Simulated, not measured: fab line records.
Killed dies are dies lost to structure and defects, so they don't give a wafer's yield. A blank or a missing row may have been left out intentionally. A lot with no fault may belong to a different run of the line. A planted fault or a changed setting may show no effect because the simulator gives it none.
fab line records -- flow gf180mcu -- part 2 of 2: steps 25 to 34 of 34
[record] lots = 5, wafers = 15, lastDay = 34
route steps=602 shown LVPWELL@64 MVSD@66 MVPSD@78 VT_IMPLANT@90
lots that met no fault: taken from a fault-free run of the same line
startH: hours from the record's first day to the start of the lot's first wafer shown -- waitH: hours from the lot's prior step to this one -- " as in the row above -- L1.1+2: one row covering several wafers at once -- - value missing, or start not given -- * or withheld: withheld -- < > ~ a bound
route shown NAME@n: NAME is a module with steps in the file, n the number in the route of the first one -- usual: mean/standard deviation of fault-free wafers -- same: alike in all rows -- chamber/n: place in a boat -- sites: each site's reading -- _std_site: the values' standard deviation -- _edge_site: inner sites' mean taken away from outer sites' mean -- radiusMm: for every site, how far away it sits from the centre of the wafer -- mask NAME#n: copy n -- behind: the tool/chamber that last shaped the wafer -- hold: why the lot went on hold/how many hours it stayed there/how the hold came to an end -- device: the transistor (n, p or np) that didn't switch -- end of line: the route-end tests of the same wafers -- where a step has no rows: the recipe by itself -- killed: dies that structure and defects cost at the first sort, which is not the same as the wafer's yield -- map: a wafer's dies, x killed, . not, _ none there
set.NAME: the run value of the setting; set.NAME@STEP: its run value at that earlier step -- model.NAME: the simulator's own value behind a step, which no gauge read
lots at some steps of the route; a table a step, a row a wafer
services: a tool's chamber out of use, with start hour (startH, from the record's first day; less than 0 if before it), hours out, and reason
[[steps]]
[step GF_MVPSD_STRIP_10]
[recipe] chemistry = O2/N2, powerW = 1400, pressureMtorr = 1500, platenTempC = 250, o2FlowSccm = 3000, n2FlowSccm = 300, overashFraction = 0.5
[usual] chamberPressureMTorr = 1499.9/1.3, drypumpMotorCurrentA = 5.8/0.34, heaterPowerW = 321/39, oesProductAu = 0.722/0.0046, stripTimeToEndpointS = 36.97/0.11
lot.wafer,tool,chamber,startH,waitH,chamberPressureMTorr,drypumpMotorCurrentA,heaterPowerW,oesProductAu,rfHoursCounterH,stripTimeToEndpointS
L076.3,plasmaAsher-01,1,110.21,0.1,1500.2,5.6,356,0.720,-,36.87
L076.4,plasmaAsher-01,0,110.21,0.1,1498.6,5.9,313,0.718,-,36.94
L076.6,plasmaAsher-01,1,110.21,0.1,1502.4,5.6,359,0.729,-,37.02
L079.1,plasmaAsher-03,0,128.62,0.1,1500.4,5.1,352,0.722,1,36.95
L079.2,plasmaAsher-03,1,128.62,0.1,1500.6,6.0,297,0.726,1,37.08
L079.5,plasmaAsher-03,0,128.62,0.1,1500.1,5.2,352,0.719,-,37.06
L081.3,plasmaAsher-04,0,139.45,0.1,1499.0,6.3,246,0.719,-,37.09
L081.5,plasmaAsher-04,1,139.45,0.1,1502.2,5.7,321,0.715,-,37.05
L081.6,plasmaAsher-04,0,139.45,0.1,1501.8,6.2,242,0.723,-,37.10
L084.1,plasmaAsher-03,0,158.37,0.1,1500.7,5.2,355,0.724,4,37.01
L084.3,plasmaAsher-03,1,158.37,0.1,1500.5,6.0,304,0.726,-,37.10
L084.4,plasmaAsher-03,0,158.37,0.1,1498.0,5.2,358,0.720,-,37.00
L095.1,plasmaAsher-01,0,223.56,0.1,1497.9,5.9,317,0.722,42,37.00
L095.5,plasmaAsher-01,1,223.56,0.1,1500.8,5.6,361,0.722,-,36.93
L095.6,plasmaAsher-01,0,223.56,0.1,1499.0,5.9,321,0.715,-,36.97
[step GF_MVPSD_TW_MEAS_11]
[usual] MVPSD_TW = 554/7.2
lot.wafer,tool,chamber,startH,waitH,MVPSD_TW
L076.3,filmMetro-04,-,110.29,0.1,556
L076.4,filmMetro-04,-,110.29,0.1,554
L076.6,filmMetro-04,-,110.29,0.1,555
L079.1,filmMetro-01,-,128.72,0.1,547
L079.2,filmMetro-01,-,128.72,0.1,550
L079.5,filmMetro-01,-,128.72,0.1,551
L081.3,filmMetro-04,-,139.54,0.1,553
L081.5,filmMetro-04,-,139.54,0.1,552
L081.6,filmMetro-04,-,139.54,0.1,554
L084.1,filmMetro-03,-,158.47,0.1,564
L084.3,filmMetro-03,-,158.47,0.1,564
L084.4,filmMetro-03,-,158.47,0.1,562
L095.1,filmMetro-01,-,223.66,0.1,550
L095.5,filmMetro-01,-,223.66,0.1,547
L095.6,filmMetro-01,-,223.66,0.1,547
[step GF_VT_IMPLANT_DEHYDRATE_00]
[recipe] tempC = 200, timeS = 60
[usual] chillPlateTempC = 23.01/0.11
lot.wafer,tool,chamber,startH,waitH,chillPlateTempC
L076.3,lithoTrack-03,0,116.73,6.4,22.91
L076.4,lithoTrack-03,0,116.73,6.4,22.83
L076.6,lithoTrack-03,0,116.73,6.4,23.05
L079.1,lithoTrack-04,0,136.08,7.3,22.97
L079.2,lithoTrack-04,0,136.08,7.3,23.06
L079.5,lithoTrack-04,0,136.08,7.3,23.12
L081.3,lithoTrack-04,0,146.18,6.6,22.89
L081.5,lithoTrack-04,0,146.18,6.6,22.89
L081.6,lithoTrack-04,0,146.18,6.6,22.89
L084.1,lithoTrack-03,0,165.33,6.8,23.02
L084.3,lithoTrack-03,0,165.33,6.8,23.17
L084.4,lithoTrack-03,0,165.33,6.8,23.15
L095.1,lithoTrack-01,0,232.42,8.8,22.91
L095.5,lithoTrack-01,0,232.42,8.8,22.92
L095.6,lithoTrack-01,0,232.42,8.8,23.02
[step GF_VT_IMPLANT_HMDS_01]
[recipe] primeTimeS = 60, primeTempC = 120
[usual] chillPlateTempC = 23.00/0.1, primeTempC = 119.99/0.13
lot.wafer,tool,chamber,startH,waitH,chillPlateTempC,primeTempC
L076.3,lithoTrack-03,0,116.88,0.1,22.96,119.90
L076.4,lithoTrack-03,0,116.88,0.1,22.94,119.77
L076.6,lithoTrack-03,0,116.88,0.1,22.95,119.96
L079.1,lithoTrack-04,0,136.23,0.1,23.03,120.13
L079.2,lithoTrack-04,0,136.23,0.1,22.99,120.14
L079.5,lithoTrack-04,0,136.23,0.1,23.01,119.82
L081.3,lithoTrack-04,0,146.33,0.1,22.94,120.14
L081.5,lithoTrack-04,0,146.33,0.1,22.96,120.05
L081.6,lithoTrack-04,0,146.33,0.1,22.97,120.05
L084.1,lithoTrack-03,0,165.48,0.1,23.12,120.00
L084.3,lithoTrack-03,0,165.48,0.1,23.09,119.78
L084.4,lithoTrack-03,0,165.48,0.1,22.92,120.07
L095.1,lithoTrack-01,0,232.57,0.1,22.90,119.86
L095.5,lithoTrack-01,0,232.57,0.1,22.92,120.04
L095.6,lithoTrack-01,0,232.57,0.1,22.94,119.97
[step GF_VT_IMPLANT_COAT_02]
[recipe] resist = NOVOLAK, spinRpm = 3000, resistThkNm = 1000
[usual] chillPlateTempC = 23.00/0.11
lot.wafer,tool,chamber,startH,waitH,chillPlateTempC
L076.3,lithoTrack-03,0,117.03,0.1,22.98
L076.4,lithoTrack-03,0,117.03,0.1,22.96
L076.6,lithoTrack-03,0,117.03,0.1,22.87
L079.1,lithoTrack-04,0,136.38,0.1,23.10
L079.2,lithoTrack-04,0,136.38,0.1,22.96
L079.5,lithoTrack-04,0,136.38,0.1,22.93
L081.3,lithoTrack-04,0,146.48,0.1,23.04
L081.5,lithoTrack-04,0,146.48,0.1,23.00
L081.6,lithoTrack-04,0,146.48,0.1,22.91
L084.1,lithoTrack-03,0,165.63,0.1,22.85
L084.3,lithoTrack-03,0,165.63,0.1,22.89
L084.4,lithoTrack-03,0,165.63,0.1,22.82
L095.1,lithoTrack-01,0,232.72,0.1,22.91
L095.5,lithoTrack-01,0,232.72,0.1,23.03
L095.6,lithoTrack-01,0,232.72,0.1,23.02
[step GF_VT_IMPLANT_SOFTBAKE_03]
[recipe] tempC = 90, timeS = 60, resist = NOVOLAK
[usual] chillPlateTempC = 23.01/0.11
lot.wafer,tool,chamber,startH,waitH,chillPlateTempC
L076.3,lithoTrack-03,0,117.18,0.1,23.11
L076.4,lithoTrack-03,0,117.18,0.1,22.93
L076.6,lithoTrack-03,0,117.18,0.1,22.93
L079.1,lithoTrack-04,0,136.53,0.1,23.00
L079.2,lithoTrack-04,0,136.53,0.1,23.12
L079.5,lithoTrack-04,0,136.53,0.1,23.16
L081.3,lithoTrack-04,0,146.63,0.1,23.02
L081.5,lithoTrack-04,0,146.63,0.1,22.97
L081.6,lithoTrack-04,0,146.63,0.1,23.04
L084.1,lithoTrack-03,0,165.78,0.1,22.89
L084.3,lithoTrack-03,0,165.78,0.1,22.90
L084.4,lithoTrack-03,0,165.78,0.1,22.89
L095.1,lithoTrack-01,0,232.87,0.1,23.02
L095.5,lithoTrack-01,0,232.87,0.1,23.21
L095.6,lithoTrack-01,0,232.87,0.1,23.09
[step GF_VT_IMPLANT_EXPOSE_04]
[recipe] maskId = LVPWELL_LV_AREA, targetCdNm = 600, na = 0.6, sourceShape = conventional, sigmaOuter = 0.6, doseMj = 140
lot.wafer,tool,chamber,startH,waitH,mask
L076.3+4+6,ilineStepper-02,0,-,-,LVPWELL_LV_AREA#0
L079.1+2+5,ilineStepper-01,0,-,-,LVPWELL_LV_AREA#0
L081.3+5+6,ilineStepper-02,0,-,-,LVPWELL_LV_AREA#0
L084.1+3+4,ilineStepper-01,0,-,-,LVPWELL_LV_AREA#0
L095.1+5+6,ilineStepper-01,0,-,-,LVPWELL_LV_AREA#0
[step GF_VT_IMPLANT_PEB_05]
[recipe] tempC = withheld, timeS = *, resist = NOVOLAK
[usual] chillPlateTempC = *
lot.wafer,tool,chamber,startH,waitH,chillPlateTempC
L076.3,lithoTrack-01,0,-,-,*
L076.4,lithoTrack-01,0,-,-,*
L076.6,lithoTrack-01,0,-,-,*
L079.1,lithoTrack-03,0,-,-,*
L079.2,lithoTrack-03,0,-,-,*
L079.5,lithoTrack-03,0,-,-,*
L081.3,lithoTrack-04,0,-,-,*
L081.5,lithoTrack-04,0,-,-,*
L081.6,lithoTrack-04,0,-,-,*
L084.1,lithoTrack-04,0,-,-,*
L084.3,lithoTrack-04,0,-,-,*
L084.4,lithoTrack-04,0,-,-,*
L095.1,lithoTrack-04,0,-,-,*
L095.5,lithoTrack-04,0,-,-,*
L095.6,lithoTrack-04,0,-,-,*
[step GF_VT_IMPLANT_DEVELOP_06]
[recipe] developTimeS = 60, devTempC = 23
[usual] chillPlateTempC = 22.99/0.096, developerTempC = 23.03/0.089
[same] developTimeS = 60
lot.wafer,tool,chamber,startH,waitH,chillPlateTempC,developerTempC
L076.3,lithoTrack-01,0,124.62,0.1,23.14,22.91
L076.4,lithoTrack-01,0,124.62,0.1,23.23,22.95
L076.6,lithoTrack-01,0,124.62,0.1,22.89,22.97
L079.1,lithoTrack-03,0,143.78,0.1,22.79,23.16
L079.2,lithoTrack-03,0,143.78,0.1,22.88,22.97
L079.5,lithoTrack-03,0,143.78,0.1,23.01,23.03
L081.3,lithoTrack-04,0,154.58,0.1,23.06,23.14
L081.5,lithoTrack-04,0,154.58,0.1,22.98,23.19
L081.6,lithoTrack-04,0,154.58,0.1,23.10,23.04
L084.1,lithoTrack-04,0,173.68,0.1,23.00,23.08
L084.3,lithoTrack-04,0,173.68,0.1,22.97,23.03
L084.4,lithoTrack-04,0,173.68,0.1,22.90,22.98
L095.1,lithoTrack-04,0,242.08,0.1,22.91,23.07
L095.5,lithoTrack-04,0,242.08,0.1,22.97,23.21
L095.6,lithoTrack-04,0,242.08,0.1,22.96,22.89
[step GF_VT_IMPLANT_OVL_MEAS_07]
[usual] VT_IMPLANT_OVL = 1.4/1.4
lot.wafer,tool,chamber,startH,waitH,VT_IMPLANT_OVL[nm]
L076.3,overlay-01,-,124.74,0.1,1.0
L076.4,overlay-01,-,124.74,0.1,1.5
L076.6,overlay-01,-,124.74,0.1,0.3
L079.1,overlay-01,-,143.93,0.1,-0.4
L079.2,overlay-01,-,143.93,0.1,0.7
L079.5,overlay-01,-,143.93,0.1,-0.7
L081.3,overlay-01,-,154.69,0.1,1.6
L081.5,overlay-01,-,154.69,0.1,3.0
L081.6,overlay-01,-,154.69,0.1,2.3
L084.1,overlay-02,-,173.83,0.1,1.9
L084.3,overlay-02,-,173.83,0.1,-0.1
L084.4,overlay-02,-,173.83,0.1,3.1
L095.1,overlay-01,-,242.23,0.1,1.3
L095.5,overlay-01,-,242.23,0.1,0.1
L095.6,overlay-01,-,242.23,0.1,0.1
[[services]]
tool,chamber,startH,hours,kind
implanter-03,-,69.09,2.6,repair
implanter-04,-,70.28,3.5,pm
implanter-01,-,88.64,3.4,repair
implanter-03,-,104.71,5.1,repair
plasmaAsher-03,-,108.75,9.0,pm
implanter-01,-,121.36,1.8,repair
implanter-03,-,122.71,4.5,repair
implanter-01,-,127.47,0.5,repair
ilineStepper-02,-,137.00,0.6,repair
implanter-02,-,150.49,1.2,repair
plasmaAsher-04,-,156.39,1.5,repair
implanter-04,-,166.78,11.2,repair
ilineStepper-02,-,167.81,1.7,pm
implanter-03,-,171.25,3.2,pm
implanter-02,-,179.85,2.6,pm
implanter-02,-,190.87,0.5,repair
implanter-01,-,198.65,2.7,repair
ilineStepper-01,-,202.09,4.3,repair
implanter-03,-,215.94,6.1,repair
implanter-02,-,216.28,1.3,repair
ilineStepper-01,-,216.35,1.7,pm
plasmaAsher-02,-,220.73,1.0,repair
plasmaAsher-03,-,235.64,0.9,repair
implanter-01,-,241.18,4.8,pm
